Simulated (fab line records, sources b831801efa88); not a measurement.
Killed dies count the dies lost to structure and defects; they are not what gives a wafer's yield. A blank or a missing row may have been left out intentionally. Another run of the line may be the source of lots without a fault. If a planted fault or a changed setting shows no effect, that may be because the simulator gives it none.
Which of the tools did it? -- flow gf180mcu -- 14 lots with 42 wafers sampled at 5 steps, on a route of 602 steps

== WHAT EACH GAUGE READ, for each wafer ==
GF_STI_BOW_MEAS_00. Usual: INCOMING_BOW typically reads 0 um, with standard deviation 6.4.
lot,measured,on,INCOMING_BOW (um),flag
L600,day 1 10:00,film metro-04,-2 -2 0,
L602,day 1 20:02,film metro-01,-5 12 -8,
L604,day 2 06:00,film metro-02,-4 9 0,
L605,day 2 11:00,film metro-01,5 -8 -4,
L606,day 2 16:02,film metro-02,-2 -9 5,
L608,day 3 02:00,film metro-04,-5 3 12,
L609,day 3 07:02,film metro-01,-1 4 7,
L610,day 3 12:01,film metro-04,4 3 3,
L611,day 3 17:01,film metro-01,-3 3 7,
L612,day 3 22:01,film metro-01,-1 -4 -10,
L614,day 4 08:01,film metro-02,5 4 2,
L617,day 4 23:00,film metro-04,-13 -5 -3,
L621,day 5 19:00,film metro-04,-10 -2 -7,
L623,day 6 05:01,film metro-04,4 -5 5,

GF_STI_THK_MEAS_02. Usual: STI_OXIDATION_THK typically reads 9.98 nm, with standard deviation 0.19.
lot,measured,on,STI_OXIDATION_THK (nm),flag
L600,day 1 13:41,film metro-01,10.37 10.30 10.40,
L602,day 1 21:32,film metro-04,9.90 10.01 9.84,
L604,day 2 08:16,film metro-04,9.89 9.79 9.85,
L605,day 2 12:31,film metro-01,9.91 9.72 9.97,
L606,day 2 17:34,film metro-01,10.06 9.98 9.74,
L608,day 3 03:31,film metro-01,10.10 9.96 9.88,
L609,day 3 09:37,film metro-02,10.33 10.15 10.21,
L610,day 3 13:31,film metro-01,9.97 10.05 9.95,
L611,day 3 18:31,film metro-02,10.14 9.95 9.95,
L612,day 3 23:31,film metro-01,10.19 10.11 9.94,
L614,day 4 09:31,film metro-02,10.29 10.12 10.10,
L617,day 5 00:31,film metro-04,10.05 9.95 10.12,
L621,day 5 22:37,film metro-01,9.78 9.74 9.87,
L623,day 6 06:31,film metro-01,10.17 9.94 10.14,

GF_LVPWELL_OVL_MEAS_07. Usual: LVPWELL_OVL typically reads -0.4 nm, with standard deviation 1.3.
lot,measured,on,LVPWELL_OVL (nm),flag
L600,day 4 00:25,overlay-01,0.0 0.9 -1.8,
L602,day 4 07:28,overlay-01,2.4 0.4 2.0,
L604,day 4 20:07,overlay-01,-3.1 -1.7 -1.9,
L605,day 5 00:25,overlay-02,2.1 1.0 1.8,
L606,day 5 07:07,overlay-01,0.1 -2.3 -2.3,
L608,day 5 19:18,overlay-01,-0.4 1.1 2.1,
L609,day 5 23:53,overlay-01,0.0 1.0 -0.8,
L610,day 6 04:04,overlay-01,0.1 0.7 0.2,
L611,day 6 11:40,overlay-02,-0.2 -0.9 1.0,
L612,day 6 16:25,overlay-01,-1.0 -1.1 -2.8,
L614,day 7 04:01,overlay-02,-3.5 -3.2 -2.2,
L617,day 7 20:31,overlay-02,1.5 -0.1 -2.0,
L621,day 8 20:24,overlay-02,171.6 173.3 172.0,OFF
L623,day 9 06:25,overlay-01,174.9 172.3 173.8,OFF

GF_VT_IMPLANT_OVL_MEAS_29. Usual: VT_IMPLANT_02_OVL typically reads 0.6 nm, with standard deviation 1.4.
lot,measured,on,VT_IMPLANT_02_OVL (nm),flag
L600,day 7 02:13,overlay-01,2.0 0.0 0.6,
L602,day 7 10:17,overlay-01,1.3 -0.4 -1.5,
L604,day 8 00:46,overlay-01,1.7 3.0 2.6,
L605,day 8 04:33,overlay-02,2.8 2.0 2.7,
L606,day 8 12:34,overlay-01,1.4 2.3 2.1,
L608,day 9 03:51,overlay-02,1.7 -0.7 1.0,
L609,day 9 07:17,overlay-02,-0.8 -0.8 -2.1,
L610,day 9 13:22,overlay-01,0.6 -0.6 -0.3,
L611,day 9 22:34,overlay-01,-0.5 -2.4 -0.5,
L612,day 10 03:31,overlay-02,-0.7 0.7 1.5,
L614,day 10 17:40,overlay-02,1.6 -0.7 1.5,
L617,day 11 11:45,overlay-02,0.7 -1.5 0.1,
L621,day 12 15:40,overlay-01,1.2 -1.0 -0.9,
L623,day 13 02:22,overlay-02,0.0 0.0 0.3,

== WHAT TOOL EACH LOT RAN ON (gives the tool, then ch and the chambers of the sampled wafers, and finally the start) ==
lot,GF_LVPWELL_EXPOSE_04
L600,"iline stepper-01 ch 0, day 3 17:55"
L602,"iline stepper-02 ch 0, day 4 01:16"
L604,"iline stepper-01 ch 0, day 4 13:13"
L605,"iline stepper-02 ch 0, day 4 17:53"
L606,"iline stepper-01 ch 0, day 5 00:16"
L608,"iline stepper-02 ch 0, day 5 12:17"
L609,"iline stepper-01 ch 0, day 5 17:14"
L610,"iline stepper-01 ch 0, day 5 20:56"
L611,"iline stepper-02 ch 0, day 6 04:15"
L612,"iline stepper-02 ch 0, day 6 09:17"
L614,"iline stepper-01 ch 0, day 6 20:30"
L617,"iline stepper-02 ch 0, day 7 12:42"
L621,"iline stepper-02 ch 0, day 8 12:30"
L623,"iline stepper-02 ch 0, day 8 21:34"
- GF_LVPWELL_EXPOSE_04: exposes mask LVPWELL, target cd 600 nm.

== AS READ BY THE TOOLS THEMSELVES (means over the sampled wafers that have a number; for cases with no such wafer, the mark the record gives instead) ==
GF_LVPWELL_EXPOSE_04. Usual: reticle temp C at 23.01 C, with a standard deviation of 0.11.
lot,tool,reticle temp C (C),flag
L600,iline stepper-01,22.92,
L602,iline stepper-02,22.98,
L604,iline stepper-01,22.97,
L605,iline stepper-02,22.95,
L606,iline stepper-01,23.01,
L608,iline stepper-02,22.76,
L609,iline stepper-01,22.90,
L610,iline stepper-01,23.01,
L611,iline stepper-02,23.04,
L612,iline stepper-02,23.06,
L614,iline stepper-01,23.02,
L617,iline stepper-02,22.98,
L621,iline stepper-02,23.05,
L623,iline stepper-02,23.02,

== THE ANSWER, worked out from the rows above alone ==
Rule: a lot counts as off when the mean over its wafers that have a number is more than 3 standard deviations away from the usual mean. A lot without any number at a reading at which 4 lots or more have one is off too. Any other lot the step has rows for is counted as sound. Order of review: gauges by route order, followed by the tools' own readings, for which a lot's mean as printed above is used. The first step at which some lot is off is used, and at that step the reading that is off furthest; a lot without a number counts as furthest.
Off: at GF_LVPWELL_OVL_MEAS_07 (LVPWELL_OVL), L621, L623.
If a tool, at a process step before that reading, ran all the lots that are off and no sound lot after the first of them, it fits. The gauges at GF_LVPWELL_OVL_MEAS_07 are tried like those tools. One candidate fits, namely iline stepper-02 at GF_LVPWELL_EXPOSE_04. Its last sound lot is L617 (day 7 12:42), its first lot that is off L621 (day 8 12:30): a fault that began between those two fits.

== WHAT WAS PUT IN BY THE SIMULATOR ==
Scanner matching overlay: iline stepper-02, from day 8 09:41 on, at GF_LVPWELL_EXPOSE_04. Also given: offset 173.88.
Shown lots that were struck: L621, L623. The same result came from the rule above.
